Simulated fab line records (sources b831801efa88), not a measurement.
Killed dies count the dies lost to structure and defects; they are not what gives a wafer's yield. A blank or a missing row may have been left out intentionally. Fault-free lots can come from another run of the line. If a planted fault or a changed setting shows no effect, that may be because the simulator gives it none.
fab line records	flow sky130
record lots=7	wafers=21	lastDay=49
route steps=708 shown METAL4@600 CAP2M@603 PAD_OPEN@708
lots that met no fault: from a run of the same line without faults
startH: the number of hours between the record's first day and the start of the first shown wafer of the lot	waitH: hours since the lot's step before	" unchanged from the row above	L1.1+2: one row covering several wafers at once	- no value, or no start was given	* or withheld: withheld	< > ~ a bound
route shown NAME@n: a module of which the file shows steps, and the number in the route of the first	usual: mean/standard deviation taken from wafers without a fault	same: alike in all rows	chamber/n: place in a boat	sites: each site's reading	_std_site: the standard deviation of these	_edge_site: the outer-site mean with the inner-site mean subtracted	radiusMm: for every site, how far away it sits from the centre of the wafer	mask NAME#n: copy n	behind: tool/chamber where the wafer was last shaped	hold: why the lot was held/for how many hours/how that ended	device: which transistor (n, p or np) failed to switch	end of line: the same wafers' tests at the end of the route	a step with no rows: only its recipe	killed: the dies lost at the first sort to structure and to defects; this is not the yield of the wafer	map: shows each die of a wafer: x if killed, . if not, _ if none is there
set.NAME: setting as actually run; set.NAME@STEP: the setting as run at that earlier step	model.NAME: the simulator's own value behind a step, which no gauge read
lots at selected steps of the route; one table per step, one row per wafer
services: when a tool's chamber went out of use (startH, in hours from the record's first day, below 0 if earlier), for how many hours, and the reason
## steps
# step SKY_METAL4_SPUTTER_02
# recipe material=AlCu	targetThkNm=735	powerW=10600	timeS=39.1	chamberPressurePa=0.4
# step SKY_METAL4_SPUTTER_03
# recipe material=Ti	targetThkNm=5	powerW=3000	timeS=3.3	chamberPressurePa=0.4
# usual throttleValvePct=30.1/1.3
lot.wafer	tool	chamber	startH	waitH	throttleValvePct
L291.2	pvdSputter-02	-	926.40	0.0	30.6
L291.3	"	-	"	"	30.1
L291.5	"	-	"	"	29.4
L292.2	pvdSputter-03	-	936.34	0.0	32.6
L292.3	"	-	"	"	30.8
L292.6	"	-	"	"	28.7
L295.3	pvdSputter-01	-	966.65	0.0	28.6
L295.4	"	-	"	"	30.0
L295.6	"	-	"	"	29.9
L296.1	pvdSputter-02	-	969.08	0.0	30.1
L296.4	"	-	"	"	29.2
L296.6	"	-	"	"	32.3
L300.1	pvdSputter-03	-	996.74	0.0	32.6
L300.4	"	-	"	"	28.6
L300.5	"	-	"	"	30.7
L301.3	pvdSputter-03	-	999.93	0.0	30.9
L301.4	"	-	"	"	29.7
L301.6	"	-	"	"	32.6
L309.1	pvdSputter-01	-	1057.33	0.0	28.7
L309.3	"	-	"	"	30.0
L309.5	"	-	"	"	29.0
# step SKY_METAL4_SPUTTER_04
# recipe material=TiN	targetThkNm=70	powerW=6500	timeS=58.3	chamberPressurePa=0.4
# usual throttleValvePct=30.1/1.3
lot.wafer	tool	chamber	startH	waitH	throttleValvePct
L291.2	pvdSputter-02	-	926.42	0.0	30.4
L291.3	"	-	"	"	29.7
L291.5	"	-	"	"	29.3
L292.2	pvdSputter-03	-	936.35	0.0	32.4
L292.3	"	-	"	"	31.0
L292.6	"	-	"	"	28.6
L295.3	pvdSputter-01	-	966.67	0.0	28.4
L295.4	"	-	"	"	30.1
L295.6	"	-	"	"	29.8
L296.1	pvdSputter-02	-	969.10	0.0	30.0
L296.4	"	-	"	"	29.1
L296.6	"	-	"	"	32.6
L300.1	pvdSputter-03	-	996.76	0.0	32.4
L300.4	"	-	"	"	28.4
L300.5	"	-	"	"	30.8
L301.3	pvdSputter-03	-	999.95	0.0	30.6
L301.4	"	-	"	"	29.7
L301.6	"	-	"	"	32.8
L309.1	pvdSputter-01	-	1057.35	0.0	28.6
L309.3	"	-	"	"	29.8
L309.5	"	-	"	"	29.0
# step SKY_CAP2M_CVD_00
# recipe material=SiO2	targetThkNm=15.5	tempC=400	timeS=withheld	rfW=450
# usual heaterPowerW=706/69	rfFwdPowerW=442.7/2.4
lot.wafer	tool	chamber	startH	waitH	heaterPowerW	rfFwdPowerW
L291.2	pecvd-02	0	926.47	0.0	606	440.8
L291.3	"	1	"	"	696	440.8
L291.5	"	0	"	"	618	440.2
L292.2	pecvd-02	2	936.40	0.0	656	443.5
L292.3	"	1	"	"	756	441.7
L292.6	"	0	"	"	718	439.7
L295.3	pecvd-03	0	966.72	0.0	626	444.4
L295.4	"	1	"	"	671	439.3
L295.6	"	0	"	"	639	446.8
L296.1	pecvd-02	1	969.15	0.0	803	443.2
L296.4	"	1	"	"	793	441.3
L296.6	"	0	"	"	751	440.4
L300.1	pecvd-04	1	996.81	0.0	580	440.8
L300.4	"	0	"	"	751	442.7
L300.5	"	2	"	"	672	444.4
L301.3	pecvd-04	1	1000.00	0.0	696	441.9
L301.4	"	2	"	"	648	444.6
L301.6	"	0	"	"	694	443.0
L309.1	pecvd-02	2	1057.40	0.0	698	445.0
L309.3	"	1	"	"	829	439.7
L309.5	"	0	"	"	723	442.9
# step SKY_CAP2M_THK_MEAS_01
# recipe reads=SiO2_of_CAP2M_CVD_00
# usual CAP2M_CVD_00_THK=15.53/0.22
lot.wafer	tool	chamber	startH	waitH	CAP2M_CVD_00_THK[nm]
L291.2	filmMetro-01	-	926.50	-	15.22
L291.3	"	-	"	"	15.37
L291.5	"	-	"	"	15.42
L292.2	filmMetro-03	-	936.43	-	15.29
L292.3	"	-	"	"	15.77
L292.6	"	-	"	"	15.85
L295.3	filmMetro-02	-	966.76	-	15.80
L295.4	"	-	"	"	15.78
L295.6	"	-	"	"	15.84
L296.1	filmMetro-01	-	969.17	-	15.64
L296.4	"	-	"	"	15.74
L296.6	"	-	"	"	15.74
L300.1	filmMetro-03	-	996.83	-	15.54
L300.4	"	-	"	"	15.67
L300.5	"	-	"	"	15.67
L301.3	filmMetro-03	-	1000.04	-	15.77
L301.4	"	-	"	"	15.68
L301.6	"	-	"	"	15.67
L309.1	filmMetro-02	-	1057.42	-	15.82
L309.3	"	-	"	"	15.61
L309.5	"	-	"	"	15.99
# step SKY_CAP2M_SPUTTER_02
# recipe material=TiN	targetThkNm=200	tempC=300	powerW=6500	timeS=166.7	chamberPressurePa=0.4
# usual throttleValvePct=31.0/1.2
lot.wafer	tool	chamber	startH	waitH	throttleValvePct
L291.2	pvdSputter-03	-	926.55	0.0	32.4
L291.3	"	-	"	"	30.9
L291.5	"	-	"	"	28.6
L292.2	pvdSputter-04	-	936.48	0.0	32.1
L292.3	"	-	"	"	32.3
L292.6	"	-	"	"	31.0
L295.3	pvdSputter-02	-	966.80	0.0	29.2
L295.4	"	-	"	"	30.1
L295.6	"	-	"	"	30.5
L296.1	pvdSputter-03	-	969.23	0.1	31.0
L296.4	"	-	"	"	28.6
L296.6	"	-	"	"	32.5
L300.1	pvdSputter-04	-	996.89	0.1	30.8
L300.4	"	-	"	"	31.1
L300.5	"	-	"	"	30.6
L301.3	pvdSputter-02	-	1000.08	0.0	30.7
L301.4	"	-	"	"	30.1
L301.6	"	-	"	"	32.7
L309.1	pvdSputter-03	-	1057.48	0.1	32.4
L309.3	"	-	"	"	30.6
L309.5	"	-	"	"	29.7
# step SKY_CAP2M_RS_MEAS_03
# recipe thkMeasGauge=four-point-probe	reads=TiN_of_CAP2M_SPUTTER_02
# usual CAP2M_TIN_RS=6.89/0.073
lot.wafer	tool	chamber	startH	waitH	CAP2M_TIN_RS[ohm/sq]
L291.2	filmMetro-03	-	926.68	0.1	6.90
L291.3	"	-	"	"	6.92
L291.5	"	-	"	"	6.93
L292.2	filmMetro-03	-	936.61	0.1	6.84
L292.3	"	-	"	"	6.88
L292.6	"	-	"	"	6.84
L295.3	filmMetro-01	-	966.95	0.1	6.88
L295.4	"	-	"	"	6.90
L295.6	"	-	"	"	6.98
L296.1	filmMetro-02	-	969.34	0.1	6.97
L296.4	"	-	"	"	6.97
L296.6	"	-	"	"	6.94
L300.1	filmMetro-02	-	997.00	0.1	6.87
L300.4	"	-	"	"	6.86
L300.5	"	-	"	"	6.88
L301.3	filmMetro-02	-	1000.23	0.1	6.85
L301.4	"	-	"	"	6.87
L301.6	"	-	"	"	6.87
L309.1	filmMetro-01	-	1057.59	0.1	6.94
L309.3	"	-	"	"	6.94
L309.5	"	-	"	"	6.94
# step SKY_CAP2M_THK_MEAS_04
# recipe thkMeasGauge=xrf	reads=TiN_of_CAP2M_SPUTTER_02
# usual CAP2M_TIN_THK=199.1/2.4
lot.wafer	tool	chamber	startH	waitH	CAP2M_TIN_THK[nm]
L291.2	filmMetro-03	-	926.79	0.1	198.6
L291.3	"	-	"	"	197.8
L291.5	"	-	"	"	197.5
L292.2	filmMetro-03	-	936.72	0.1	199.3
L292.3	"	-	"	"	199.2
L292.6	"	-	"	"	198.8
L295.3	filmMetro-01	-	967.05	0.1	198.5
L295.4	"	-	"	"	199.8
L295.6	"	-	"	"	196.2
L296.1	filmMetro-02	-	969.46	0.1	196.9
L296.4	"	-	"	"	196.9
L296.6	"	-	"	"	197.3
L300.1	filmMetro-02	-	997.12	0.1	200.0
L300.4	"	-	"	"	200.2
L300.5	"	-	"	"	198.8
L301.3	filmMetro-02	-	1000.33	0.1	200.5
L301.4	"	-	"	"	200.3
L301.6	"	-	"	"	199.6
L309.1	filmMetro-01	-	1057.71	0.1	197.3
L309.3	"	-	"	"	197.2
L309.5	"	-	"	"	198.1
# step SKY_CAP2M_DEHYDRATE_05
# recipe tempC=200	timeS=60
# step SKY_CAP2M_HMDS_06
# recipe primeTimeS=60	primeTempC=120
# step SKY_CAP2M_COAT_07
# recipe resist=NOVOLAK	spinRpm=3000	resistThkNm=1140
# step SKY_CAP2M_SOFTBAKE_08
# recipe tempC=90	timeS=60	resist=NOVOLAK
# step SKY_CAP2M_EXPOSE_09
# recipe maskId=CAP2M	na=0.6	sourceShape=conventional	sigmaOuter=0.6	polarization=unpolarized	targetCdNm=1000	doseMj=159
# usual exposureDoseMJCm2=159.00/0.16
lot.wafer	tool	chamber	startH	waitH	mask	exposureDoseMJCm2
L291.2	ilineStepper-01	0	939.42	-	CAP2M#0	158.68
L291.3	"	0	"	"	CAP2M#0	158.91
L291.5	"	0	"	"	CAP2M#0	158.76
L292.2	ilineStepper-01	0	949.44	-	CAP2M#0	158.85
L292.3	"	0	"	"	CAP2M#0	158.99
L292.6	"	0	"	"	CAP2M#0	158.91
L295.3	ilineStepper-01	0	978.99	-	CAP2M#0	155.79
L295.4	"	0	"	"	CAP2M#0	155.78
L295.6	"	0	"	"	CAP2M#0	155.88
L296.1	ilineStepper-02	0	981.16	-	CAP2M#0	158.94
L296.4	"	0	"	"	CAP2M#0	158.85
L296.6	"	0	"	"	CAP2M#0	159.08
L300.1	ilineStepper-01	0	1008.25	-	CAP2M#0	156.08
L300.4	"	0	"	"	CAP2M#0	155.87
L300.5	"	0	"	"	CAP2M#0	155.96
L301.3	ilineStepper-01	0	1011.19	-	CAP2M#0	156.18
L301.4	"	0	"	"	CAP2M#0	156.02
L301.6	"	0	"	"	CAP2M#0	155.80
L309.1	ilineStepper-02	0	1069.30	-	CAP2M#0	159.06
L309.3	"	0	"	"	CAP2M#0	159.15
L309.5	"	0	"	"	CAP2M#0	158.93
# step SKY_CAP2M_PEB_10
# recipe tempC=withheld	timeS=*	resist=NOVOLAK
# step SKY_CAP2M_DEVELOP_11
# recipe resist=NOVOLAK	developer=TMAH	developTimeS=60	devTempC=23
# step SKY_CAP2M_OVL_MEAS_12
# usual CAP2M_OVL=-0.1/1.1
lot.wafer	tool	chamber	startH	waitH	CAP2M_OVL[nm]
L291.2	overlay-01	-	951.54	0.1	-0.3
L291.3	"	-	"	"	-1.0
L291.5	"	-	"	"	-1.5
L292.2	overlay-01	-	960.94	0.1	0.7
L292.3	"	-	"	"	-0.7
L292.6	"	-	"	"	1.4
L295.3	overlay-02	-	990.44	0.1	-2.4
L295.4	"	-	"	"	-0.2
L295.6	"	-	"	"	0.3
L296.1	overlay-02	-	993.07	0.1	-0.6
L296.4	"	-	"	"	-0.2
L296.6	"	-	"	"	-1.1
L300.1	overlay-01	-	1020.13	0.1	-0.2
L300.4	"	-	"	"	2.8
L300.5	"	-	"	"	1.7
L301.3	overlay-02	-	1022.64	0.1	-1.6
L301.4	"	-	"	"	-0.5
L301.6	"	-	"	"	0.4
L309.1	overlay-02	-	1079.43	0.1	3.3
L309.3	"	-	"	"	-0.4
L309.5	"	-	"	"	1.1
# step SKY_CAP2M_METAL_ETCH_13
# recipe targetDepthNm=220	stopOn=SiO2	chemistry=Cl2/BCl3	target=TiN	pressureMtorr=10	icpW=900	biasW=48.5	Cl2_flow_sccm=60	bcl3FlowSccm=30	timeS=62.9
# usual drypumpMotorCurrentA=5.9/0.33	oesProductAu=0.943/0.0075	rfFwdPowerW=892/3.9	throttleValvePct=21.902/0.0097
lot.wafer	tool	chamber	startH	waitH	drypumpMotorCurrentA	oesProductAu	rfFwdPowerW	rfHoursCounterH	throttleValvePct	model.CAP2M.cdNm
L291.2	rieMetal-04	0	951.57	0.0	5.4	0.940	894	10	21.909	999.3
L291.3	"	1	"	"	5.8	0.943	894	-	21.905	997
L291.5	"	0	"	"	5.4	0.939	896	-	21.905	998.1
L292.2	rieMetal-04	0	960.97	0.0	5.3	0.957	894	11	21.899	1001
L292.3	"	0	"	"	5.3	0.949	892	-	21.907	999.9
L292.6	"	0	"	"	5.3	0.934	891	-	21.903	1000
L295.3	rieMetal-01	1	990.49	0.0	6.0	0.942	897	-	21.913	1004
L295.4	"	0	"	"	6.2	0.952	888	-	21.883	1004
L295.6	"	1	"	"	6.0	0.934	897	-	21.906	1005
L296.1	rieMetal-03	0	993.11	0.0	6.3	0.931	897	1	21.895	999.8
L296.4	"	1	"	"	5.5	0.942	898	-	21.895	999.4
L296.6	"	1	"	"	5.5	0.948	895	-	21.891	998.3
L300.1	rieMetal-01	1	1020.17	0.0	6.0	0.940	890	13	21.914	1004
L300.4	"	0	"	"	6.2	0.943	888	-	21.899	1003
L300.5	"	1	"	"	6.0	0.941	893	-	21.915	1004
L301.3	rieMetal-01	0	1022.69	0.0	6.1	0.957	895	-	21.903	1006
L301.4	"	1	"	"	6.0	0.941	892	-	21.899	1008
L301.6	"	0	"	"	6.1	0.946	893	-	21.898	1006
L309.1	rieMetal-01	1	1079.47	0.0	6.0	0.934	889	16	21.896	999.5
L309.3	"	0	"	"	6.2	0.938	891	-	21.912	997.2
L309.5	"	0	"	"	6.2	0.938	890	-	21.891	998.6
# step SKY_CAP2M_STRIP_14
# recipe chemistry=O2/N2	powerW=1400	pressureMtorr=1500	platenTempC=withheld	o2FlowSccm=3000	n2FlowSccm=300	overashFraction=0.5
# usual drypumpMotorCurrentA=5.6/0.35	o2FlowSccm=2999/9.5	oesProductAu=0.710/0.0047	stripTimeToEndpointS=12.66/0.041
lot.wafer	tool	chamber	startH	waitH	drypumpMotorCurrentA	o2FlowSccm	oesProductAu	rfHoursCounterH	stripTimeToEndpointS
L291.2	plasmaAsher-01	1	951.64	0.1	5.7	3011	0.718	116	12.65
L291.3	"	0	"	"	5.1	3005	0.712	-	12.69
L291.5	"	0	"	"	5.1	3014	0.709	-	12.60
L292.2	plasmaAsher-01	1	961.04	0.1	5.7	3000	0.711	117	12.63
L292.3	"	0	"	"	5.1	2998	0.717	-	12.67
L292.6	"	0	"	"	5.1	3006	0.712	-	12.71
L295.3	plasmaAsher-04	1	990.57	0.1	5.9	2994	0.713	-	12.61
L295.4	"	0	"	"	5.7	3007	0.712	-	12.61
L295.6	"	1	"	"	5.9	2985	0.718	-	12.58
L296.1	plasmaAsher-02	0	993.19	0.1	5.3	2996	0.707	57	12.74
L296.4	"	0	"	"	5.3	2990	0.716	-	12.61
L296.6	"	0	"	"	5.3	2996	0.710	-	12.69
L300.1	plasmaAsher-01	1	1020.24	0.1	5.7	2995	0.712	122	12.65
L300.4	"	1	"	"	5.7	2997	0.704	-	12.66
L300.5	"	0	"	"	5.1	3001	0.708	-	12.64
L301.3	plasmaAsher-04	0	1022.77	0.1	5.7	2983	0.710	-	12.70
L301.4	"	1	"	"	5.9	2995	0.706	-	12.67
L301.6	"	1	"	"	5.9	2993	0.713	-	12.66
L309.1	plasmaAsher-01	1	1079.54	0.1	5.8	2998	0.713	2	12.69
L309.3	"	1	"	"	5.7	3011	0.698	-	12.66
L309.5	"	0	"	"	5.1	2998	0.710	-	12.68
# step SKY_PAD_OPEN_PROBE_99
# usual defectLimitedYield=82.8/1.8	killed_at_M0_to_M3=42/6.4	killed_at_M4_up=3.0/2	killedAtContacts=24/5.2	killedAtFrontEnd=14/4.2	killedAtOther=0.4/0.72	killedDies=84/9	killedOnRim=16/3.7	killedOpen=46/6.6	killedShort=38/6	sort_bin_3_pad_short=0.9/0.4	sort_bin_5_function=10.1/1.4	sort_bin_6_memory=6.2/1.1	sortNPass=408/9	sortYieldPct=82.8/1.8
# same grossDies=492	killedAtBackSide=0	sort_bin_4_leakage[%]=0	sort_bin_8_speed[%]=0
lot.wafer	tool	chamber	startH	waitH	defectLimitedYield[%]	killed_at_M0_to_M3	killed_at_M4_up	killedAtContacts	killedAtFrontEnd	killedAtOther	killedDies	killedOnRim	killedOpen	killedShort	sort_bin_3_pad_short[%]	sort_bin_5_function[%]	sort_bin_6_memory[%]	sortNPass	sortYieldPct[%]
L291.2	prober-01	-	1072.33	0.1	85.0	37	5	18	14	0	74	14	37	36	0.6	8.7	5.7	418	85.0
L291.3	prober-01	-	1072.38	0.2	81.5	50	4	27	10	0	91	17	46	45	0.8	11.8	5.9	401	81.5
L291.5	prober-01	-	1072.48	0.2	82.3	40	4	27	16	0	87	14	47	40	0	11.6	6.1	405	82.3
L292.2	prober-02	-	1081.20	0.1	80.5	45	3	36	12	0	96	15	55	41	0.6	10.6	8.3	396	80.5
L292.3	prober-02	-	1081.25	0.2	80.3	46	3	35	13	0	97	21	55	42	0.6	11.8	7.3	395	80.3
L292.6	prober-02	-	1081.40	0.2	80.9	43	5	29	17	0	94	14	54	40	1.2	11.6	6.3	398	80.9
L295.3	prober-01	-	1106.41	0.2	83.5	35	1	25	20	0	81	16	47	34	0.6	10.6	5.3	411	83.5
L295.4	prober-01	-	1106.46	0.2	83.3	43	5	20	13	1	82	12	40	41	0.4	10.4	5.9	410	83.3
L295.6	prober-01	-	1106.56	0.2	84.6	39	2	23	12	0	76	17	40	36	0.2	8.7	6.5	416	84.6
L296.1	prober-02	-	1109.05	0.1	84.1	42	4	18	14	0	78	11	39	39	0.4	9.8	5.7	414	84.1
L296.4	prober-02	-	1109.20	0.2	83.3	50	2	19	11	0	82	12	42	40	1.2	8.5	6.9	410	83.3
L296.6	prober-02	-	1109.30	0.2	79.9	42	3	26	28	0	99	20	50	49	1.2	11.6	7.3	393	79.9
L300.1	prober-02	-	1130.46	0.1	82.1	54	5	16	13	0	88	14	45	42	2.0	9.3	6.5	404	82.1
L300.4	prober-02	-	1130.61	0.2	85.8	37	0	21	11	1	70	9	37	33	1.2	7.7	5.3	422	85.8
L300.5	prober-02	-	1130.66	0.2	83.7	38	4	22	16	0	80	13	45	35	0.8	7.9	7.5	412	83.7
L301.3	prober-01	-	1133.62	0.2	83.3	35	9	20	18	0	82	26	46	36	0.8	11.4	4.5	410	83.3
L301.4	prober-01	-	1133.67	0.2	82.9	40	5	21	18	0	84	18	50	34	0.8	8.7	7.5	408	82.9
L301.6	prober-01	-	1133.77	0.2	80.5	43	5	29	19	0	96	16	51	45	1.0	9.6	8.9	396	80.5
L309.1	prober-01	-	1181.00	0.1	81.1	39	4	25	25	0	93	16	41	51	0.8	8.7	9.3	399	81.1
L309.3	prober-01	-	1181.10	0.2	81.1	49	5	23	16	0	93	18	52	41	0.8	10.0	8.1	399	81.1
L309.5	prober-01	-	1181.20	0.2	84.3	41	2	22	12	0	77	12	58	18	0.6	9.6	5.5	415	84.3
# killed by level:class
L291.2 VIA3:geometricParticle:open=8 FIELD_ISO:geometricParticle:open=6 LOCAL_INTERCONNECT:geometricParticle:short=5 CONTACT:geometricParticle:open=5 VIA1:geometricParticle:short=5 VIA1:geometricParticle:open=5 LI_CONTACT:geometricParticle:open=4 METAL1:geometricParticle:short=4
L291.3 CONTACT:geometricParticle:open=14 METAL2:geometricParticle:short=7 VIA1:geometricParticle:short=7 VIA2:geometricParticle:open=7 VIA3:geometricParticle:open=7 CONTACT:geometricParticle:short=6 METAL1:geometricParticle:short=5 LI_CONTACT:geometricParticle:open=4
L291.5 VIA1:geometricParticle:open=10 CONTACT:geometricParticle:open=9 LI_CONTACT:geometricParticle:open=7 CONTACT:geometricParticle:short=7 METAL1:geometricParticle:short=5 METAL2:geometricParticle:short=5 FIELD_ISO:geometricParticle:open=4 VIA2:geometricParticle:short=4
L292.2 CONTACT:geometricParticle:open=16 VIA1:geometricParticle:open=9 LI_CONTACT:geometricParticle:open=7 VIA3:geometricParticle:open=6 METAL1:geometricParticle:short=5 VIA1:geometricParticle:short=5 FIELD_ISO:geometricParticle:open=4 LI_CONTACT:geometricParticle:short=4
L292.3 CONTACT:geometricParticle:open=12 VIA1:geometricParticle:open=9 CONTACT:geometricParticle:short=7 METAL2:geometricParticle:short=7 METAL2:geometricParticle:open=7 POLY_GATE:geometricParticle:short=6 LI_CONTACT:geometricParticle:open=6 METAL1:geometricParticle:short=6
L292.6 CONTACT:geometricParticle:open=13 VIA1:geometricParticle:open=10 LOCAL_INTERCONNECT:geometricParticle:short=9 VIA3:geometricParticle:open=8 METAL1:geometricParticle:short=6 FIELD_ISO:geometricParticle:short=5 FIELD_ISO:geometricParticle:open=4 METAL3:geometricParticle:short=4
L295.3 CONTACT:geometricParticle:open=10 VIA1:geometricParticle:open=10 VIA1:geometricParticle:short=8 POLY_GATE:geometricParticle:open=6 LI_CONTACT:geometricParticle:open=6 LOCAL_INTERCONNECT:geometricParticle:short=6 FIELD_ISO:geometricParticle:open=5 FIELD_ISO:geometricParticle:short=5
L295.4 CONTACT:geometricParticle:open=8 VIA3:geometricParticle:open=7 METAL2:geometricParticle:short=6 VIA1:geometricParticle:short=6 VIA2:geometricParticle:open=6 VIA1:geometricParticle:open=5 POLY_GATE:geometricParticle:open=4 LI_CONTACT:geometricParticle:open=4
L295.6 LI_CONTACT:geometricParticle:open=10 VIA2:geometricParticle:open=7 CONTACT:geometricParticle:short=6 VIA3:geometricParticle:open=6 CONTACT:geometricParticle:open=5 VIA3:geometricParticle:short=5 METAL3:geometricParticle:short=4 METAL1:geometricParticle:short=4
L296.1 VIA2:geometricParticle:open=10 LI_CONTACT:geometricParticle:open=7 LOCAL_INTERCONNECT:geometricParticle:short=6 VIA3:geometricParticle:open=6 VIA3:geometricParticle:short=6 FIELD_ISO:geometricParticle:open=5 POLY_GATE:geometricParticle:short=5 VIA2:geometricParticle:short=4
L296.4 VIA1:geometricParticle:open=14 METAL2:geometricParticle:short=9 VIA2:geometricParticle:open=8 LI_CONTACT:geometricParticle:open=7 METAL1:geometricParticle:short=6 CONTACT:geometricParticle:open=4 FIELD_ISO:geometricParticle:short=3 LOCAL_INTERCONNECT:geometricParticle:short=3
L296.6 VIA2:geometricParticle:open=9 CONTACT:geometricParticle:open=8 VIA1:geometricParticle:open=8 LI_CONTACT:geometricParticle:open=7 LOCAL_INTERCONNECT:geometricParticle:short=7 FIELD_ISO:geometricParticle:short=6 POLY_GATE:geometricParticle:short=6 METAL1:geometricParticle:short=5
L300.1 VIA1:geometricParticle:open=13 METAL1:geometricParticle:short=10 VIA2:geometricParticle:open=8 CONTACT:geometricParticle:open=8 METAL2:geometricParticle:short=5 VIA3:geometricParticle:open=5 POLY_GATE:geometricParticle:short=4 CONTACT:geometricParticle:short=4
L300.4 LOCAL_INTERCONNECT:geometricParticle:short=9 VIA2:geometricParticle:open=9 VIA1:geometricParticle:open=7 LI_CONTACT:geometricParticle:open=6 VIA3:geometricParticle:open=6 POLY_GATE:geometricParticle:short=5 METAL1:geometricParticle:short=5 METAL2:geometricParticle:short=4
L300.5 CONTACT:geometricParticle:open=9 VIA1:geometricParticle:open=8 CONTACT:geometricParticle:short=5 VIA3:geometricParticle:open=5 FIELD_ISO:geometricParticle:short=4 POLY_GATE:geometricParticle:open=4 LOCAL_INTERCONNECT:geometricParticle:short=4 METAL1:geometricParticle:short=4
L301.3 LI_CONTACT:geometricParticle:open=7 VIA3:geometricParticle:open=7 METAL4:geometricParticle:short=6 POLY_GATE:geometricParticle:short=6 CONTACT:geometricParticle:open=6 VIA1:geometricParticle:open=6 METAL2:geometricParticle:short=5 VIA2:geometricParticle:open=5
L301.4 LI_CONTACT:geometricParticle:open=9 VIA3:geometricParticle:open=9 VIA2:geometricParticle:open=7 VIA1:geometricParticle:open=6 METAL2:geometricParticle:short=5 POLY_GATE:geometricParticle:open=4 CONTACT:geometricParticle:open=4 CONTACT:geometricParticle:short=4
L301.6 LI_CONTACT:geometricParticle:open=10 VIA2:geometricParticle:open=10 CONTACT:geometricParticle:open=8 VIA1:geometricParticle:open=8 FIELD_ISO:geometricParticle:short=6 VIA1:geometricParticle:short=6 LOCAL_INTERCONNECT:geometricParticle:short=5 CONTACT:geometricParticle:short=5
L309.1 CONTACT:geometricParticle:open=12 VIA1:geometricParticle:open=8 VIA3:geometricParticle:short=7 FIELD_ISO:geometricParticle:short=6 CONTACT:geometricParticle:short=5 VIA2:geometricParticle:short=5 VIA3:geometricParticle:open=5 POLY_GATE:geometricParticle:short=4
L309.3 VIA1:geometricParticle:open=11 LI_CONTACT:geometricParticle:open=8 CONTACT:geometricParticle:open=7 VIA2:geometricParticle:open=7 VIA3:geometricParticle:open=6 METAL2:geometricParticle:short=5 POLY_GATE:geometricParticle:short=4 METAL1:geometricParticle:short=4
L309.5 VIA1:geometricParticle:open=17 LI_CONTACT:geometricParticle:open=7 CONTACT:geometricParticle:open=7 VIA2:geometricParticle:open=6 VIA3:geometricParticle:open=5 POLY_GATE:geometricParticle:open=4 FIELD_ISO:geometricParticle:open=3 LOCAL_INTERCONNECT:geometricParticle:open=3
## services
tool	chamber	startH	hours	kind
ilineStepper-02	-	910.03	2.5	repair
plasmaAsher-01	-	913.98	0.5	repair
pecvd-03	-	915.31	1.2	repair
pecvd-03	-	922.84	14.6	pm
pecvd-02	-	944.02	1.6	repair
rieMetal-01	-	944.44	1.2	repair
ilineStepper-02	-	957.79	1.7	pm
ilineStepper-01	-	974.65	1.7	pm
pecvd-03	0	989.32	7.4	repair
pecvd-04	-	990.16	5.5	pm
rieMetal-01	-	993.12	0.4	repair
rieMetal-03	-	996.96	28.1	pm
rieMetal-04	0	1010.45	2.2	repair
pvdSputter-04	-	1015.63	4.8	repair
pecvd-04	-	1016.28	1.1	repair
plasmaAsher-01	-	1023.66	1.1	repair
ilineStepper-02	-	1030.33	1.6	repair
ilineStepper-01	-	1045.18	11.1	repair
pvdSputter-02	-	1048.53	0.8	repair
plasmaAsher-01	-	1055.32	9.0	pm
pvdSputter-01	-	1062.36	1.0	repair
pecvd-02	-	1062.88	14.6	pm
pvdSputter-04	-	1067.57	9.5	repair
pecvd-03	-	1070.34	0.2	repair
## key
firstSign step=SKY_CAP2M_EXPOSE_09	reading=exposureDoseMJCm2	direction=down	sigmas=19	usual=*	struck=*
effect none on later readings
modelEffect step=SKY_CAP2M_METAL_ETCH_13	value=CAP2M.cdNm	without=999.4	struck=1005
metAt SKY_CAP2M_EXPOSE_09
struckWafers L295.3,L295.4,L295.6,L300.1,L300.4,L300.5,L301.3,L301.4,L301.6
onsetBetween 949.44 978.99
fault kind=processParameterDrift	tool=ilineStepper-01	chamber=-	onsetH=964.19	steps=SKY_CAP2M_EXPOSE_09	channel=doseMj	offset=-3.0688	shape=step	actsIn=theseRecipesOnly	stated=159
